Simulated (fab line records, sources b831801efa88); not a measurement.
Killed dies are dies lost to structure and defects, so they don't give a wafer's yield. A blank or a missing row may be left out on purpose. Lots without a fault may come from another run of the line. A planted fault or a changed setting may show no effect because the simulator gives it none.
fab line records | flow sky130
record lots=6 wafers=18 last_day=50
route steps=708 shown NWELL@82 PWDE@84 VT_ADJUST_HVTP@85 VT_ADJUST_LVTN@97 PAD_OPEN@708
lots that met no fault: from a run of the same line without faults
start_h: hours from the record's first day to the start of the lot's first wafer shown | wait_h: hours since the lot's step before | " the same as in the row above | L1.1+2: a row that stands for several wafers | - no value, or no start given | * or withheld: withheld | < > ~ a bound
route shown NAME@n: a module of which the file shows steps, and the number in the route of the first | usual: mean/standard deviation of fault-free wafers | same: alike in all rows | chamber/n: place in a boat | sites: the reading at each site | _std_site: their standard deviation | _edge_site: outer sites' mean less inner sites' | radius_mm: how far each site lies from the wafer's centre | mask NAME#n: copy n | behind: the tool/chamber that last shaped the wafer | hold: why the lot was held/for how many hours/how that ended | device: the transistor (n, p or np) that didn't switch | end of line: the same wafers' tests at the end of the route | a step without rows: its recipe alone | killed: dies lost to structure and defects at the first sort, not the wafer's yield | map: a wafer's dies, x killed, . not, _ none there
set.NAME: the setting as run; set.NAME@STEP: as run at that earlier step | model.NAME: the simulator's own value behind a step, which no gauge read
lots at some steps of the route; a table a step, a row a wafer
services: from which hour (start_h, from the record's first day; less than 0 if before it) a tool's chamber was out of use, for how many hours, and why
## steps
# step SKY_NWELL_RS_MEAS_29
# recipe thk_meas_gauge=four-point-probe
# usual NWELL_RS=624.5/1.8
# columns lot.wafer tool chamber start_h wait_h NWELL_RS[ohm/sq]
L775.1 film_metro-04 - 147.39 0.1 624.2
L775.2 " - " " 624.7
L775.4 " - " " 623.0
L778.2 film_metro-02 - 163.55 0.1 620.3
L778.4 " - " " 618.3
L778.6 " - " " 619.3
L781.3 film_metro-04 - 181.68 0.1 624.7
L781.5 " - " " 626.3
L781.6 " - " " 626.4
L783.1 film_metro-02 - 194.55 0.1 624.3
L783.2 " - " " 626.0
L783.6 " - " " 625.6
L790.2 film_metro-02 - 238.00 0.1 623.2
L790.4 " - " " 624.2
L790.5 " - " " 621.8
L791.3 film_metro-03 - 245.52 0.1 624.3
L791.5 " - " " 623.9
L791.6 " - " " 623.7
# step SKY_NWELL_RS_MEAS_31
# recipe thk_meas_gauge=four-point-probe
# usual PWDE_RS=5278/17
# columns lot.wafer tool chamber start_h wait_h PWDE_RS[ohm/sq]
L775.1 film_metro-04 - 147.63 0.1 5297
L775.2 " - " " 5269
L775.4 " - " " 5264
L778.2 film_metro-02 - 163.79 0.1 5271
L778.4 " - " " 5280
L778.6 " - " " 5260
L781.3 film_metro-04 - 181.92 0.1 5271
L781.5 " - " " 5271
L781.6 " - " " 5264
L783.1 film_metro-02 - 194.79 0.1 5277
L783.2 " - " " 5280
L783.6 " - " " 5285
L790.2 film_metro-02 - 238.24 0.1 5282
L790.4 " - " " 5292
L790.5 " - " " 5296
L791.3 film_metro-03 - 245.76 0.1 5274
L791.5 " - " " 5297
L791.6 " - " " 5276
# step SKY_VT_ADJUST_HVTP_DEHYDRATE_00
# recipe temp_c=200 time_s=60
# step SKY_VT_ADJUST_HVTP_HMDS_01
# recipe prime_time_s=60 prime_temp_c=120
# step SKY_VT_ADJUST_HVTP_COAT_02
# recipe resist=NOVOLAK spin_rpm=3000 resist_thk_nm=1140
# step SKY_VT_ADJUST_HVTP_SOFTBAKE_03
# recipe temp_c=90 time_s=60 resist=NOVOLAK
# step SKY_VT_ADJUST_HVTP_EXPOSE_04
# recipe mask_id=HVTPM na=0.6 source_shape=conventional sigma_outer=0.6 polarization=unpolarized target_cd_nm=380 dose_mj=140
# step SKY_VT_ADJUST_HVTP_PEB_05
# recipe temp_c=withheld time_s=* resist=NOVOLAK
# step SKY_VT_ADJUST_HVTP_DEVELOP_06
# recipe resist=NOVOLAK developer=TMAH develop_time_s=60 dev_temp_c=23
# step SKY_VT_ADJUST_HVTP_CD_MEAS_07
# recipe target_cd_nm=380
# usual cd_nm=379.7/2.7
# columns lot.wafer tool chamber start_h wait_h cd_nm
L775.1 cd_sem-02 - 167.61 0.1 379.3
L775.2 " - " " 379.0
L775.4 " - " " 378.2
L778.2 cd_sem-01 - 183.86 0.1 379.6
L778.4 " - " " 381.6
L778.6 " - " " 382.2
L781.3 cd_sem-01 - 202.98 0.1 384.7
L781.5 " - " " 381.4
L781.6 " - " " 384.4
L783.1 cd_sem-02 - 216.89 0.1 377.5
L783.2 " - " " 380.5
L783.6 " - " " 379.6
L790.2 cd_sem-02 - 261.70 0.1 378.1
L790.4 " - " " 380.1
L790.5 " - " " 377.3
L791.3 cd_sem-01 - 269.97 0.1 382.0
L791.5 " - " " 380.9
L791.6 " - " " 383.0
# step SKY_VT_ADJUST_HVTP_OVL_MEAS_08
# usual VT_ADJUST_HVTP_OVL=-0.7/1.1
# columns lot.wafer tool chamber start_h wait_h VT_ADJUST_HVTP_OVL[nm]
L775.1 overlay-01 - 167.73 0.1 -0.7
L775.2 " - " " -0.7
L775.4 " - " " -0.6
L778.2 overlay-01 - 183.96 0.1 -0.1
L778.4 " - " " -0.7
L778.6 " - " " -2.1
L781.3 overlay-02 - 203.07 0.1 -0.2
L781.5 " - " " 0.1
L781.6 " - " " -0.5
L783.1 overlay-02 - 217.01 0.1 -0.8
L783.2 " - " " -0.7
L783.6 " - " " -1.9
L790.2 overlay-02 - 261.81 0.1 0.9
L790.4 " - " " 0.1
L790.5 " - " " 0.3
L791.3 overlay-02 - 270.07 0.1 -0.6
L791.5 " - " " -1.1
L791.6 " - " " -1.7
# step SKY_VT_ADJUST_HVTP_IMPLANT_09
# recipe species=As energy_kev=150 dose_cm2=4.3e+12 tilt_deg=withheld
# usual dose_ions_cm2=4.3e+12/4.8e+09 faraday_current_uA=24.2/0.49
# columns lot.wafer tool chamber start_h wait_h dose_ions_cm2 faraday_current_uA
L775.1 implanter-02 0 167.77 0.0 4.304e+12 24.8
L775.2 " 0 " " 4.304e+12 24.2
L775.4 " 0 " " 4.298e+12 23.3
L778.2 implanter-01 0 184.02 0.0 4.294e+12 24.3
L778.4 " 0 " " 4.303e+12 23.7
L778.6 " 0 " " 4.296e+12 24.1
L781.3 implanter-01 0 203.14 0.1 2.533e+12 14.0
L781.5 " 0 " " 2.537e+12 14.3
L781.6 " 0 " " 2.537e+12 14.6
L783.1 implanter-01 0 217.04 0.0 2.545e+12 14.5
L783.2 " 0 " " 2.537e+12 14.5
L783.6 " 0 " " 2.54e+12 14.2
L790.2 implanter-02 0 261.87 0.0 4.302e+12 24.7
L790.4 " 0 " " 4.309e+12 23.5
L790.5 " 0 " " 4.301e+12 24.4
L791.3 implanter-03 0 270.14 0.1 4.291e+12 24.3
L791.5 " 0 " " 4.301e+12 23.7
L791.6 " 0 " " 4.298e+12 24.0
# step SKY_VT_ADJUST_HVTP_STRIP_10
# recipe chemistry=O2/N2 power_w=1400 pressure_mtorr=1500 platen_temp_c=withheld o2_flow_sccm=3000 n2_flow_sccm=300 overash_fraction=0.5
# usual drypump_motor_current_A=5.6/0.48 oes_product_au=0.715/0.0044 strip_time_to_endpoint_s=14.19/0.036
# columns lot.wafer tool chamber start_h wait_h drypump_motor_current_A oes_product_au rf_hours_counter_h strip_time_to_endpoint_s
L775.1 plasma_asher-03 1 167.92 0.1 5.0 0.711 44 14.16
L775.2 " 0 " " 6.5 0.704 44 14.20
L775.4 " 0 " " 6.5 0.718 - 14.20
L778.2 plasma_asher-03 1 184.14 0.1 5.0 0.718 46 14.19
L778.4 " 1 " " 5.0 0.716 - 14.14
L778.6 " 1 " " 5.0 0.721 - 14.17
L781.3 plasma_asher-02 1 203.28 0.1 5.4 0.713 - 14.25
L781.5 " 1 " " 5.4 0.721 - 14.24
L781.6 " 0 " " 5.7 0.714 - 14.24
L783.1 plasma_asher-02 1 217.19 0.1 5.5 0.722 40 14.25
L783.2 " 0 " " 5.7 0.723 40 14.20
L783.6 " 1 " " 5.5 0.710 - 14.22
L790.2 plasma_asher-04 0 261.99 0.1 5.1 0.713 61 14.19
L790.4 " 1 " " 5.7 0.710 - 14.18
L790.5 " 0 " " 5.1 0.722 - 14.19
L791.3 plasma_asher-02 0 270.27 0.1 5.7 0.712 - 14.23
L791.5 " 0 " " 5.7 0.707 - 14.27
L791.6 " 1 " " 5.5 0.717 - 14.20
# step SKY_VT_ADJUST_HVTP_TW_MEAS_11
# usual VT_ADJUST_HVTP_TW=1350/25
# columns lot.wafer tool chamber start_h wait_h VT_ADJUST_HVTP_TW
L775.1 film_metro-04 - 168.02 0.1 1331
L775.2 " - " " 1336
L775.4 " - " " 1332
L778.2 film_metro-01 - 184.25 0.1 1403
L778.4 " - " " 1400
L778.6 " - " " 1398
L781.3 film_metro-01 - 203.36 0.1 1171
L781.5 " - " " 1170
L781.6 " - " " 1166
L783.1 film_metro-01 - 217.29 0.1 1169
L783.2 " - " " 1171
L783.6 " - " " 1171
L790.2 film_metro-04 - 262.10 0.1 1326
L790.4 " - " " 1325
L790.5 " - " " 1325
L791.3 film_metro-04 - 270.36 0.1 1338
L791.5 " - " " 1341
L791.6 " - " " 1337
# step SKY_VT_ADJUST_LVTN_DEHYDRATE_00
# recipe temp_c=200 time_s=60
# step SKY_PAD_OPEN_PROBE_99
# usual killed_at_M0_to_M3=44/6.9 killed_at_M4_up=3.3/1.8 killed_at_contacts=24/5 killed_at_front_end=16/4.6 killed_at_other=0.2/0.42 killed_dies=88/9.2 killed_open=48/7.3 killed_short=40/6.5
# same gross_dies=492 killed_at_back_side=0
# columns lot.wafer tool chamber start_h wait_h killed_at_M0_to_M3 killed_at_M4_up killed_at_contacts killed_at_front_end killed_at_other killed_dies killed_open killed_short
L775.1 prober-02 - 1125.65 0.1 30 1 20 18 1 70 32 38
L775.2 prober-02 - 1125.70 0.1 36 4 19 15 0 74 41 33
L775.4 prober-02 - 1125.80 0.2 35 4 20 11 0 70 40 29
L778.2 prober-01 - 1133.84 0.1 57 2 19 22 0 100 53 47
L778.4 prober-01 - 1133.94 0.2 45 2 29 32 0 108 59 49
L778.6 prober-01 - 1134.04 0.2 47 4 28 18 0 97 59 38
L781.3 prober-02 - 1157.37 0.2 50 4 26 9 0 89 54 35
L781.5 prober-02 - 1157.47 0.2 43 4 23 14 0 84 45 39
L781.6 prober-02 - 1157.52 0.2 44 3 32 21 0 100 56 44
L783.1 prober-02 - 1164.75 0.1 46 3 20 14 0 83 49 34
L783.2 prober-02 - 1164.80 0.1 31 3 17 19 1 71 40 31
L783.6 prober-02 - 1165.00 0.2 55 1 35 11 0 102 63 39
L790.2 prober-01 - 1195.88 0.1 49 4 23 16 0 92 46 46
L790.4 prober-01 - 1195.98 0.2 41 3 26 17 1 88 55 32
L790.5 prober-01 - 1196.03 0.2 52 1 22 12 0 87 41 46
L791.3 prober-02 - 1198.24 0.2 44 0 25 10 0 79 50 29
L791.5 prober-02 - 1198.34 0.2 37 2 29 12 0 80 45 35
L791.6 prober-02 - 1198.39 0.2 56 4 24 10 1 95 49 46
# killed by level:class
L775.1 POLY_GATE:geometric_particle:short=10 LI_CONTACT:geometric_particle:open=10 VIA3:geometric_particle:open=7 VIA1:geometric_particle:short=6 CONTACT:geometric_particle:open=5 METAL3:geometric_particle:short=5 CONTACT:geometric_particle:short=3 VIA2:geometric_particle:open=3
L775.2 CONTACT:geometric_particle:open=11 VIA1:geometric_particle:open=10 VIA1:geometric_particle:short=7 METAL2:geometric_particle:short=5 FIELD_ISO:geometric_particle:open=4 VIA2:geometric_particle:short=4 VIA3:geometric_particle:open=4 LI_CONTACT:geometric_particle:open=3
L775.4 LI_CONTACT:geometric_particle:open=10 VIA3:geometric_particle:open=10 VIA1:geometric_particle:open=7 CONTACT:geometric_particle:open=4 POLY_CUT:geometric_particle:short=3 LI_CONTACT:geometric_particle:short=3 VIA2:geometric_particle:open=3 METAL2:geometric_particle:short=3
L778.2 VIA1:geometric_particle:open=17 VIA3:geometric_particle:open=9 FIELD_ISO:geometric_particle:short=8 LI_CONTACT:geometric_particle:open=6 VIA1:geometric_particle:short=6 FIELD_ISO:geometric_particle:open=5 VIA2:geometric_particle:short=5 CONTACT:geometric_particle:open=5
L778.4 CONTACT:geometric_particle:open=16 FIELD_ISO:geometric_particle:short=12 VIA1:geometric_particle:open=9 FIELD_ISO:geometric_particle:open=7 METAL1:geometric_particle:short=6 POLY_GATE:geometric_particle:open=5 VIA2:geometric_particle:open=5 LI_CONTACT:geometric_particle:open=5
L778.6 VIA1:geometric_particle:open=15 CONTACT:geometric_particle:open=10 LOCAL_INTERCONNECT:geometric_particle:short=7 VIA3:geometric_particle:open=7 FIELD_ISO:geometric_particle:open=6 LI_CONTACT:geometric_particle:open=5 CONTACT:geometric_particle:short=5 METAL2:geometric_particle:short=5
L781.3 CONTACT:geometric_particle:open=12 VIA1:geometric_particle:open=11 VIA3:geometric_particle:open=9 VIA2:geometric_particle:open=6 CONTACT:geometric_particle:short=6 METAL3:geometric_particle:short=5 FIELD_ISO:geometric_particle:short=4 METAL1:geometric_particle:short=4
L781.5 VIA3:geometric_particle:open=9 LI_CONTACT:geometric_particle:open=8 CONTACT:geometric_particle:open=7 CONTACT:geometric_particle:short=6 METAL3:geometric_particle:short=6 VIA1:geometric_particle:open=6 POLY_GATE:geometric_particle:short=5 VIA1:geometric_particle:short=5
L781.6 CONTACT:geometric_particle:open=12 LI_CONTACT:geometric_particle:open=11 VIA1:geometric_particle:open=10 METAL2:geometric_particle:short=8 VIA2:geometric_particle:open=7 FIELD_ISO:geometric_particle:short=6 POLY_GATE:geometric_particle:short=6 VIA3:geometric_particle:open=6
L783.1 VIA1:geometric_particle:open=15 CONTACT:geometric_particle:open=6 LI_CONTACT:geometric_particle:open=5 METAL2:geometric_particle:short=5 VIA2:geometric_particle:open=5 FIELD_ISO:geometric_particle:open=4 POLY_GATE:geometric_particle:short=4 VIA3:geometric_particle:open=4
L783.2 VIA1:geometric_particle:open=10 CONTACT:geometric_particle:open=7 VIA3:geometric_particle:short=5 FIELD_ISO:geometric_particle:open=4 CONTACT:geometric_particle:short=4 METAL1:geometric_particle:short=4 FIELD_ISO:geometric_particle:short=3 SPACER:geometric_particle:open=3
L783.6 VIA1:geometric_particle:open=16 CONTACT:geometric_particle:open=13 VIA3:geometric_particle:open=10 LI_CONTACT:geometric_particle:open=9 METAL1:geometric_particle:short=7 VIA2:geometric_particle:open=6 POLY_GATE:geometric_particle:short=4 LI_CONTACT:geometric_particle:short=4
L790.2 VIA1:geometric_particle:open=8 CONTACT:geometric_particle:open=8 METAL1:geometric_particle:short=8 METAL2:geometric_particle:short=8 POLY_GATE:geometric_particle:open=6 VIA2:geometric_particle:open=6 POLY_GATE:geometric_particle:short=5 VIA3:geometric_particle:open=5
L790.4 LI_CONTACT:geometric_particle:open=12 VIA1:geometric_particle:open=9 VIA2:geometric_particle:open=9 CONTACT:geometric_particle:open=8 LI_CONTACT:geometric_particle:short=4 VIA1:geometric_particle:short=4 METAL2:geometric_particle:short=4 VIA3:geometric_particle:open=4
L790.5 METAL2:geometric_particle:short=11 VIA1:geometric_particle:open=7 METAL3:geometric_particle:short=7 VIA3:geometric_particle:open=6 LI_CONTACT:geometric_particle:open=6 CONTACT:geometric_particle:open=6 VIA2:geometric_particle:open=5 CONTACT:geometric_particle:short=5
L791.3 CONTACT:geometric_particle:open=14 VIA1:geometric_particle:open=13 METAL2:geometric_particle:short=8 VIA3:geometric_particle:open=6 METAL1:geometric_particle:short=5 VIA2:geometric_particle:open=5 CONTACT:geometric_particle:short=4 LOCAL_INTERCONNECT:geometric_particle:short=3
L791.5 CONTACT:geometric_particle:open=14 VIA1:geometric_particle:open=9 LOCAL_INTERCONNECT:geometric_particle:short=7 FIELD_ISO:geometric_particle:short=5 VIA2:geometric_particle:open=5 VIA1:geometric_particle:short=5 CONTACT:geometric_particle:short=4 METAL2:geometric_particle:open=4
L791.6 VIA1:geometric_particle:open=11 CONTACT:geometric_particle:open=10 METAL2:geometric_particle:short=10 METAL1:geometric_particle:short=8 VIA3:geometric_particle:short=7 VIA3:geometric_particle:open=7 POLY_GATE:geometric_particle:open=5 LI_CONTACT:geometric_particle:open=4
## services
# columns tool chamber start_h hours kind
implanter-03 - 162.64 2.6 pm
implanter-02 - 172.95 4.2 pm
plasma_asher-04 - 179.45 3.2 repair
implanter-02 - 186.32 1.0 repair
plasma_asher-04 - 188.82 1.0 repair
implanter-03 - 225.53 1.6 repair
plasma_asher-03 - 248.73 0.6 repair
implanter-03 - 249.92 2.0 repair
plasma_asher-04 - 255.45 0.8 repair
## key
first_sign step=SKY_VT_ADJUST_HVTP_IMPLANT_09 reading=dose_ions_cm2 direction=down sigmas=99+ usual=* struck=*
effect step=SKY_VT_ADJUST_HVTP_IMPLANT_09 reading=faraday_current_uA direction=down sigmas=20 usual=24.2 struck=14.3
effect step=SKY_VT_ADJUST_HVTP_TW_MEAS_11 reading=VT_ADJUST_HVTP_TW direction=down sigmas=7.2 usual=1350 struck=1170
met_at SKY_VT_ADJUST_HVTP_IMPLANT_09
struck_wafers L781.3,L781.5,L781.6,L783.1,L783.2,L783.6
tester_left_out L781,L783
onset_between 184.02 203.14
fault kind=process_parameter_drift tool=implanter-01 chamber=- onset_h=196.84 steps=SKY_VT_ADJUST_HVTP_IMPLANT_09 channel=dose_cm2 offset=* shape=step end_h=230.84 acts_in=* stated=*
# tester_left_out: of these lots the tester's yield and bins aren't shown, on N5 and GAA mostly nor the transistor test; their killed dies are dies lost to structure and defects alone, not to doping, threshold or leakage, so they don't give the yield
